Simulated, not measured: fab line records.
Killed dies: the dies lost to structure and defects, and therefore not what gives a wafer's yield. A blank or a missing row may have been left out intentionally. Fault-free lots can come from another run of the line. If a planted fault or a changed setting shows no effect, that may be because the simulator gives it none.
What tool caused it? :: flow gf180mcu :: 37 wafers from 13 lots sampled at 4 of the route's 602 steps

== WHAT THE GAUGES SHOWED, per wafer ==
GF_V5_THK_MEAS_25: measures by xrf. Usual: V5_W_THK 351 nm, standard deviation 5.2.
lot: L810
measured: day 27 05:43
on: filmMetro-03
V5_W_THK (nm): 350 353 351
flag: 

lot: L811
measured: day 27 14:56
on: filmMetro-03
V5_W_THK (nm): 356 358 355
flag: 

lot: L812
measured: day 27 17:18
on: filmMetro-03
V5_W_THK (nm): 350 346 349
flag: 

lot: L814
measured: day 28 12:33
on: filmMetro-03
V5_W_THK (nm): 357 359 356
flag: 

lot: L816
measured: day 29 03:00
on: filmMetro-03
V5_W_THK (nm): 346 347 349
flag: 

lot: L817
measured: day 29 12:01
on: filmMetro-01
V5_W_THK (nm): 365 365 361
flag: 

lot: L821
measured: day 30 13:35
on: filmMetro-01
V5_W_THK (nm): 354 355 357
flag: 

lot: L823
measured: day 31 04:37
on: filmMetro-03
V5_W_THK (nm): 344
flag: 

lot: L826
measured: day 31 21:45
on: filmMetro-03
V5_W_THK (nm): 346 348 341
flag: 

lot: L827
measured: day 32 03:32
on: filmMetro-01
V5_W_THK (nm): 350 355 352
flag: 

lot: L829
measured: day 32 14:31
on: filmMetro-02
V5_W_THK (nm): 358 353 353
flag: 

lot: L830
measured: day 32 18:10
on: filmMetro-02
V5_W_THK (nm): 345 348 347
flag: 

lot: L832
measured: day 33 09:44
on: filmMetro-02
V5_W_THK (nm): 349 348 351
flag: 

== WHAT TOOL EACH LOT RAN ON (gives the tool, then ch and the chambers of the sampled wafers, and finally the start) ==
lot: L810
GF_V2_CVD_00: hdpcvd-01 ch 1,2, day 19 04:05
GF_MIM_SPUTTER_00: pvdSputter-02, day 24 11:32
GF_MIM_SPUTTER_02: pvdSputter-02, day 24 11:40

lot: L811
GF_V2_CVD_00: hdpcvd-02 ch 1,2, day 19 16:02
GF_MIM_SPUTTER_00: pvdSputter-04, day 24 20:50
GF_MIM_SPUTTER_02: pvdSputter-04, day 24 20:58

lot: L812
GF_V2_CVD_00: hdpcvd-02 ch 0,1,2, day 19 22:53
GF_MIM_SPUTTER_00: pvdSputter-02, day 25 00:08
GF_MIM_SPUTTER_02: pvdSputter-02, day 25 00:16

lot: L814
GF_V2_CVD_00: hdpcvd-02 ch 1,2, day 20 17:43
GF_MIM_SPUTTER_00: pvdSputter-04, day 25 19:43
GF_MIM_SPUTTER_02: pvdSputter-04, day 25 19:51

lot: L816
GF_V2_CVD_00: hdpcvd-02 ch 1,2, day 21 13:52
GF_MIM_SPUTTER_00: pvdSputter-04, day 26 11:26
GF_MIM_SPUTTER_02: pvdSputter-04, day 26 11:34

lot: L817
GF_V2_CVD_00: hdpcvd-02 ch 0,1,2, day 21 23:34
GF_MIM_SPUTTER_00: pvdSputter-04, day 26 20:04
GF_MIM_SPUTTER_02: pvdSputter-04, day 26 20:12

lot: L821
GF_V2_CVD_00: hdpcvd-01 ch 0,1,2, day 23 09:35
GF_MIM_SPUTTER_00: pvdSputter-04, day 28 01:55
GF_MIM_SPUTTER_02: pvdSputter-04, day 28 02:04

lot: L823
GF_V2_CVD_00: hdpcvd-02 ch 2, day 24 02:56
GF_MIM_SPUTTER_00: pvdSputter-02, day 28 17:11
GF_MIM_SPUTTER_02: pvdSputter-02, day 28 17:17

lot: L826
GF_V2_CVD_00: hdpcvd-01 ch 0,1, day 24 21:17
GF_MIM_SPUTTER_00: pvdSputter-01, day 29 10:35
GF_MIM_SPUTTER_02: pvdSputter-01, day 29 10:43

lot: L827
GF_V2_CVD_00: hdpcvd-01 ch 0,2, day 25 08:35
GF_MIM_SPUTTER_00: pvdSputter-01, day 29 19:18
GF_MIM_SPUTTER_02: pvdSputter-01, day 29 19:26

lot: L829
GF_V2_CVD_00: hdpcvd-01 ch 0,1,2, day 25 19:20
GF_MIM_SPUTTER_00: pvdSputter-02, day 30 06:43
GF_MIM_SPUTTER_02: pvdSputter-02, day 30 06:51

lot: L830
GF_V2_CVD_00: hdpcvd-01 ch 0,2, day 26 01:14
GF_MIM_SPUTTER_00: pvdSputter-04, day 30 11:37
GF_MIM_SPUTTER_02: pvdSputter-04, day 30 11:45

lot: L832
GF_V2_CVD_00: hdpcvd-01 ch 0,1,2, day 26 19:26
GF_MIM_SPUTTER_00: pvdSputter-02, day 31 03:59
GF_MIM_SPUTTER_02: pvdSputter-02, day 31 04:07
- GF_V2_CVD_00: deposits SiO2, target thk 600 nm, time 100 s.
- GF_MIM_SPUTTER_00: material Ti, target thk 37.5 nm, time 150 s.
- GF_MIM_SPUTTER_02: material AlCu, target thk 450 nm, time 23.9 s.

== AS READ BY THE TOOLS THEMSELVES (means over the sampled wafers that have a number; for cases with no such wafer, the mark the record gives instead) ==
GF_MIM_SPUTTER_00. Usual: throttleValvePct at 30.2 %, with a standard deviation of 1.5.
lot: L810
tool: pvdSputter-02
throttleValvePct (%): 31.1
flag: 

lot: L811
tool: pvdSputter-04
throttleValvePct (%): 30.8
flag: 

lot: L812
tool: pvdSputter-02
throttleValvePct (%): 29.6
flag: 

lot: L814
tool: pvdSputter-04
throttleValvePct (%): 31.1
flag: 

lot: L816
tool: pvdSputter-04
throttleValvePct (%): 30.6
flag: 

lot: L817
tool: pvdSputter-04
throttleValvePct (%): 30.8
flag: 

lot: L821
tool: pvdSputter-04
throttleValvePct (%): 30.6
flag: 

lot: L823
tool: pvdSputter-02
throttleValvePct (%): 26.8
flag: 

lot: L826
tool: pvdSputter-01
throttleValvePct (%): 28.5
flag: 

lot: L827
tool: pvdSputter-01
throttleValvePct (%): 29.6
flag: 

lot: L829
tool: pvdSputter-02
throttleValvePct (%): 31.0
flag: 

lot: L830
tool: pvdSputter-04
throttleValvePct (%): 30.9
flag: 

lot: L832
tool: pvdSputter-02
throttleValvePct (%): 29.7
flag: 

GF_MIM_SPUTTER_02. Usual: throttleValvePct at 30.2 %, with a standard deviation of 1.5.
lot: L810
tool: pvdSputter-02
throttleValvePct (%): 31.0
flag: 

lot: L811
tool: pvdSputter-04
throttleValvePct (%): 30.8
flag: 

lot: L812
tool: pvdSputter-02
throttleValvePct (%): 29.6
flag: 

lot: L814
tool: pvdSputter-04
throttleValvePct (%): 31.0
flag: 

lot: L816
tool: pvdSputter-04
throttleValvePct (%): 30.7
flag: 

lot: L817
tool: pvdSputter-04
throttleValvePct (%): 30.5
flag: 

lot: L821
tool: pvdSputter-04
throttleValvePct (%): 30.5
flag: 

lot: L823
tool: pvdSputter-02
throttleValvePct (%): 26.9
flag: 

lot: L826
tool: pvdSputter-01
throttleValvePct (%): 28.7
flag: 

lot: L827
tool: pvdSputter-01
throttleValvePct (%): 29.5
flag: 

lot: L829
tool: pvdSputter-02
throttleValvePct (%): 30.9
flag: 

lot: L830
tool: pvdSputter-04
throttleValvePct (%): 31.1
flag: 

lot: L832
tool: pvdSputter-02
throttleValvePct (%): 29.6
flag: 

== THE ANSWER, worked out from the rows above alone ==
Rule: take the mean of a lot's wafers that have a number; if it is more than 3 standard deviations from the usual mean, the lot is off. A lot without any number at a reading at which 4 lots or more have one is off too. Any other lot the step has rows for is counted as sound. The gauges are gone through in route order, then the tools' own readings, and for those a lot's mean is taken as printed above. At the first step where some lot is off, the reading lying furthest off is the one used; lots without a number count as furthest.
No lot is off at any reading shown: from this, nothing can be told.

== WHAT THE SIMULATOR HAD INSERTED ==
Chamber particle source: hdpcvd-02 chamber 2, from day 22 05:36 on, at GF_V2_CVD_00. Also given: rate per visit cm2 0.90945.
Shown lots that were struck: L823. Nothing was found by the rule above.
